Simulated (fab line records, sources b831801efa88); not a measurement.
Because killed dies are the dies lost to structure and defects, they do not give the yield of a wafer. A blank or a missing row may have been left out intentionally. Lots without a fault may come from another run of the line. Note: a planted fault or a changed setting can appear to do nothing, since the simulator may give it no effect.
Matching of chambers | flow gf180mcu | GF_CONTACT_CMP_04 on cmp-01 has 4 sister chambers
The step polishes SiO2. 14 wafers are shown with their chamber, then 7 later ones without.

== WAFERS PAIRED WITH THEIR CHAMBERS ==
wafer  | chamber | motor-current-A (A) | time-to-endpoint-s (s) | platen-rpm (rpm)
L802.2 | 1       | 13.0                | 102                    | 60.00
L802.3 | 3       | 10.1                | 103                    | 59.99
L802.5 | 2       | 12.4                | 117                    | 59.98
L803.1 | 2       | 12.8                | 111                    | 60.05
L803.3 | 3       | 11.2                | 106                    | 59.97
L803.5 | 0       | 13.3                | 110                    | 59.97
L806.3 | 1       | 13.5                | 110                    | 60.00
L806.4 | 2       | 12.3                | 115                    | 60.00
L806.5 | 3       | 10.5                | 116                    | 60.01
L810.1 | 2       | 12.6                | 107                    | 59.97
L810.3 | 3       | 11.3                | 107                    | 60.04
L810.6 | 0       | 13.2                | 116                    | 60.00
L816.1 | 3       | 10.6                | 110                    | 59.98
L816.4 | 2       | 12.1                | 121                    | 60.02

SIGNATURES (means of the wafers above)
reading            | chamber 0 | chamber 1 | chamber 2 | chamber 3 | scatter within a chamber
motor-current-A    | 13.250    | 13.250    | 12.440    | 10.740    | 0.379
time-to-endpoint-s | 113.00    | 106.00    | 114.20    | 108.40    | 5.14
platen-rpm         | 59.9850   | 60.0000   | 60.0040   | 59.9980   | 0.0277
Rule: distance of a wafer from a chamber = root of the sum over the readings of ((wafer's reading minus chamber's mean) / reading's scatter) squared. If the next closest chamber is less than 2 further off than the closest, the wafer can't be placed; otherwise it belongs to the closest. The scatter: take each reading less its chamber's mean, square it, sum over the shown wafers, divide by the number of wafers less the number of chambers, and take the root.

== WAFERS WITH NO CHAMBER GIVEN ==
wafer  | motor-current-A (A) | time-to-endpoint-s (s) | platen-rpm (rpm)
L816.5 | 14.2                | 104                    | 60.06
L817.1 | 10.3                | 101                    | 60.08
L817.5 | 11.0                | 115                    | 59.90
L817.6 | 12.3                | 116                    | 59.97
L825.4 | 13.5                | 116                    | 60.01
L825.5 | 12.4                | 111                    | 60.01
L825.6 | 10.9                | 107                    | 60.03

== THE CHAMBER EACH PASSED THROUGH ==
wafer  | from the rows above          | in truth
L816.5 | can't be placed: 1 or 0      | 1
L817.1 | 3                            | 3
L817.5 | can't be placed: 3 or 2      | 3
L817.6 | can't be placed: 2 or 0      | 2
L825.4 | can't be placed: 0 or 1 or 2 | 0
L825.5 | can't be placed: 2 or 0 or 1 | 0
L825.6 | 3                            | 3
Placed correctly: 2 of 7. Unplaceable from these rows: 5, with the true chamber sitting among the candidates in 5. Number placed wrongly: 0.
